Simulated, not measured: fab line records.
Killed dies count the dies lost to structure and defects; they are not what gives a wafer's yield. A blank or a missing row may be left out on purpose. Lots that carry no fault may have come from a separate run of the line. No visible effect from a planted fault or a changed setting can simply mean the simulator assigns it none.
Which of the tools did it? / flow gf180mcu / 21 wafers sampled from 7 lots at 1 step of a route of 602

WHAT THE GAUGES SHOWED, per wafer
GF_V5_THK_MEAS_03.
lot=L567; measured=day 26 09:20; on=film metro-04; V5_CVD_02_THK (nm)=1457 1464 1442
lot=L570; measured=day 27 08:08; on=film metro-02; V5_CVD_02_THK (nm)=1441 1448 1468
lot=L572; measured=day 28 07:53; on=film metro-02; V5_CVD_02_THK (nm)=1457 1452 1468
lot=L574; measured=day 29 01:59; on=film metro-04; V5_CVD_02_THK (nm)=1441 1426 1455
lot=L578; measured=day 30 00:29; on=film metro-01; V5_CVD_02_THK (nm)=1424 1414 1435
lot=L584; measured=day 32 03:28; on=film metro-04; V5_CVD_02_THK (nm)=1424 1468 1452
lot=L589; measured=day 33 00:47; on=film metro-02; V5_CVD_02_THK (nm)=1435 1452 1456

EACH LOT AND THE TOOL THAT RAN IT (in order: tool; ch and the chambers of the sampled wafers; start)
The record holds no process step before these readings.

THE ANSWER, worked out from the rows above alone
Rule: usual is defined by the lots themselves. Put in order of their means at a reading, lots are off if they are a third of the lots or fewer, leave a main group of 4 or more, and stand apart from it by a gap of 3 or more times the standard deviation of the main group's means; of several such gaps the widest counts. A main group is skipped when, at the precision printed for the reading in the tables above, its means are all equal. Also off: a lot with no number at a reading for which 4 or more lots have one. The other lots that the step has rows for count as sound.
No lot is off on any of the readings shown, so nothing can be concluded from this.

WHAT THE SIMULATOR HAD PUT IN
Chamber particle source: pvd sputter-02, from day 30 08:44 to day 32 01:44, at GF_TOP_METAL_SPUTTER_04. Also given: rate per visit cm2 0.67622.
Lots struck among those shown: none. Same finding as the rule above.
